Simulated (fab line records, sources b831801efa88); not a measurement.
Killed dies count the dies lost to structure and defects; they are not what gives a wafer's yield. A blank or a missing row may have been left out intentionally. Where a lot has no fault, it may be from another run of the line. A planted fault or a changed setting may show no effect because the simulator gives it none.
Commonality check across tools || flow sky130 || Sample size 12 lots and 36 wafers

WHAT PROMPTED THE OPENING
2 of 12 lots carry a flag on the reading VT_ADJUST_NCORE_TW at SKY_VT_ADJUST_NCORE_TW_MEAS_11. No-fault wafers: 219.9, standard deviation 0.9.
Rule: a lot is flagged in two cases, either no wafer of it has a number, or all its wafers with numbers fall more than 4 standard deviations from that mean. As for the other lots, they are considered sound.

{"lot": "L804", "measured": "day 8 15:37", "on": "filmMetro-04", "VT_ADJUST_NCORE_TW, wafer by wafer": "218.8 220.2 219.9", "flag": ""}
{"lot": "L806", "measured": "day 9 05:38", "on": "filmMetro-03", "VT_ADJUST_NCORE_TW, wafer by wafer": "219.6 219.7 220.6", "flag": ""}
{"lot": "L808", "measured": "day 9 15:01", "on": "filmMetro-04", "VT_ADJUST_NCORE_TW, wafer by wafer": "219.2 220.5 221.5", "flag": ""}
{"lot": "L811", "measured": "day 11 07:16", "on": "filmMetro-04", "VT_ADJUST_NCORE_TW, wafer by wafer": "228.6 226.9 227.6", "flag": "FLAGGED"}
{"lot": "L812", "measured": "day 11 07:55", "on": "filmMetro-01", "VT_ADJUST_NCORE_TW, wafer by wafer": "227.7 229.1 229.0", "flag": "FLAGGED"}
{"lot": "L818", "measured": "day 13 00:38", "on": "filmMetro-04", "VT_ADJUST_NCORE_TW, wafer by wafer": "220.7 221.2 220.3", "flag": ""}
{"lot": "L821", "measured": "day 13 10:44", "on": "filmMetro-03", "VT_ADJUST_NCORE_TW, wafer by wafer": "219.6 218.9 219.2", "flag": ""}
{"lot": "L822", "measured": "day 13 12:11", "on": "filmMetro-01", "VT_ADJUST_NCORE_TW, wafer by wafer": "220.9 219.9 218.9", "flag": ""}
{"lot": "L823", "measured": "day 13 16:41", "on": "filmMetro-03", "VT_ADJUST_NCORE_TW, wafer by wafer": "220.0 219.9 219.9", "flag": ""}
{"lot": "L824", "measured": "day 13 21:14", "on": "filmMetro-04", "VT_ADJUST_NCORE_TW, wafer by wafer": "219.6 220.0 219.9", "flag": ""}
{"lot": "L825", "measured": "day 14 07:13", "on": "filmMetro-01", "VT_ADJUST_NCORE_TW, wafer by wafer": "220.5 220.5 221.7", "flag": ""}
{"lot": "L826", "measured": "day 14 12:31", "on": "filmMetro-03", "VT_ADJUST_NCORE_TW, wafer by wafer": "219.4 219.5 219.6", "flag": ""}
Average over the flagged lots: 228.2; offset from the usual +8.2, equal to +9 standard deviations.

LOT BY LOT: THE TOOL USED
Before the reading, the record contains 2 process steps out of a 708-step route. Every cell lists first the tool, next ch and the chambers used by the sampled wafers, and last the start.
{"lot": "L804", "flag": "", "SKY_FIELD_ISO_ETCH_17": "rieSi-02 ch 0,3, day 2 07:14", "SKY_VT_ADJUST_NCORE_IMPLANT_09": "implanter-01 ch 0, day 8 15:22"}
{"lot": "L806", "flag": "", "SKY_FIELD_ISO_ETCH_17": "rieSi-01 ch 0,2,3, day 2 15:53", "SKY_VT_ADJUST_NCORE_IMPLANT_09": "implanter-02 ch 0, day 9 05:25"}
{"lot": "L808", "flag": "", "SKY_FIELD_ISO_ETCH_17": "rieSi-02 ch 0,1,3, day 3 02:56", "SKY_VT_ADJUST_NCORE_IMPLANT_09": "implanter-01 ch 0, day 9 14:46"}
{"lot": "L811", "flag": "FLAGGED", "SKY_FIELD_ISO_ETCH_17": "rieSi-02 ch 0,2,3, day 3 18:02", "SKY_VT_ADJUST_NCORE_IMPLANT_09": "implanter-01 ch 0, day 11 07:01"}
{"lot": "L812", "flag": "FLAGGED", "SKY_FIELD_ISO_ETCH_17": "rieSi-02 ch 0,1, day 3 22:36", "SKY_VT_ADJUST_NCORE_IMPLANT_09": "implanter-01 ch 0, day 11 07:39"}
{"lot": "L818", "flag": "", "SKY_FIELD_ISO_ETCH_17": "rieSi-02 ch 0,1,3, day 5 12:11", "SKY_VT_ADJUST_NCORE_IMPLANT_09": "implanter-02 ch 0, day 13 00:24"}
{"lot": "L821", "flag": "", "SKY_FIELD_ISO_ETCH_17": "rieSi-02 ch 2,3, day 6 00:05", "SKY_VT_ADJUST_NCORE_IMPLANT_09": "implanter-02 ch 0, day 13 10:29"}
{"lot": "L822", "flag": "", "SKY_FIELD_ISO_ETCH_17": "rieSi-01 ch 0,1,3, day 6 01:20", "SKY_VT_ADJUST_NCORE_IMPLANT_09": "implanter-03 ch 0, day 13 11:57"}
{"lot": "L823", "flag": "", "SKY_FIELD_ISO_ETCH_17": "rieSi-02 ch 0,1,3, day 6 07:05", "SKY_VT_ADJUST_NCORE_IMPLANT_09": "implanter-03 ch 0, day 13 16:26"}
{"lot": "L824", "flag": "", "SKY_FIELD_ISO_ETCH_17": "rieSi-02 ch 0,1, day 6 15:20", "SKY_VT_ADJUST_NCORE_IMPLANT_09": "implanter-02 ch 0, day 13 20:59"}
{"lot": "L825", "flag": "", "SKY_FIELD_ISO_ETCH_17": "rieSi-01 ch 0,1,2, day 6 18:05", "SKY_VT_ADJUST_NCORE_IMPLANT_09": "implanter-02 ch 0, day 14 06:58"}
{"lot": "L826", "flag": "", "SKY_FIELD_ISO_ETCH_17": "rieSi-02 ch 1,2, day 7 02:05", "SKY_VT_ADJUST_NCORE_IMPLANT_09": "implanter-01 ch 0, day 14 12:16"}
What is done by these steps:
- SKY_FIELD_ISO_ETCH_17: etches Si in HBr/Cl2/O2, target depth 342 nm, time 97.7 s.
- SKY_VT_ADJUST_NCORE_IMPLANT_09
- SKY_VT_ADJUST_NCORE_TW_MEAS_11

FLAGGED OVER TOTAL, TOOL BY TOOL (the gauges that took the reading come last)
{"step": "SKY_FIELD_ISO_ETCH_17", "tool": "rieSi-01", "lots run": 3, "flagged": 0, "share of the flagged lots": "none", "sound lots run after its first flagged lot": "-"}
{"step": "SKY_FIELD_ISO_ETCH_17", "tool": "rieSi-02", "lots run": 9, "flagged": 2, "share of the flagged lots": "all", "sound lots run after its first flagged lot": "5 (L818,L821,L823,L824,L826)"}
{"step": "SKY_VT_ADJUST_NCORE_IMPLANT_09", "tool": "implanter-01", "lots run": 5, "flagged": 2, "share of the flagged lots": "all", "sound lots run after its first flagged lot": "1 (L826)"}
{"step": "SKY_VT_ADJUST_NCORE_IMPLANT_09", "tool": "implanter-02", "lots run": 5, "flagged": 0, "share of the flagged lots": "none", "sound lots run after its first flagged lot": "-"}
{"step": "SKY_VT_ADJUST_NCORE_IMPLANT_09", "tool": "implanter-03", "lots run": 2, "flagged": 0, "share of the flagged lots": "none", "sound lots run after its first flagged lot": "-"}
{"step": "SKY_VT_ADJUST_NCORE_TW_MEAS_11", "tool": "filmMetro-01", "lots run": 3, "flagged": 1, "share of the flagged lots": "some", "sound lots run after its first flagged lot": "2 (L822,L825)"}
{"step": "SKY_VT_ADJUST_NCORE_TW_MEAS_11", "tool": "filmMetro-03", "lots run": 4, "flagged": 0, "share of the flagged lots": "none", "sound lots run after its first flagged lot": "-"}
{"step": "SKY_VT_ADJUST_NCORE_TW_MEAS_11", "tool": "filmMetro-04", "lots run": 5, "flagged": 1, "share of the flagged lots": "some", "sound lots run after its first flagged lot": "2 (L818,L824)"}

THE TABLE: WHAT IT ALLOWS
In 2 table rows, all flagged lots were run: rieSi-02 (SKY_FIELD_ISO_ETCH_17), implanter-01 (SKY_VT_ADJUST_NCORE_IMPLANT_09).
- rieSi-02 at SKY_FIELD_ISO_ETCH_17: 2 of its 9 lots flagged. Sound lots ran on it after the first flagged one (L818, L821, L823, L824, L826), which a lasting fault on the whole tool wouldn't allow.
- implanter-01 at SKY_VT_ADJUST_NCORE_IMPLANT_09: 2 of its 5 lots flagged. Sound lots ran on it after the first flagged one (L826), which a lasting fault on the whole tool wouldn't allow. Its own readings lie more than 4 standard deviations out on every wafer of the flagged lots: doseIonsCm2, faradayCurrentUA.
Not one row of the table ran every flagged lot while running no sound lot after the first.

WHAT HAD BEEN PUT IN BY THE SIMULATOR
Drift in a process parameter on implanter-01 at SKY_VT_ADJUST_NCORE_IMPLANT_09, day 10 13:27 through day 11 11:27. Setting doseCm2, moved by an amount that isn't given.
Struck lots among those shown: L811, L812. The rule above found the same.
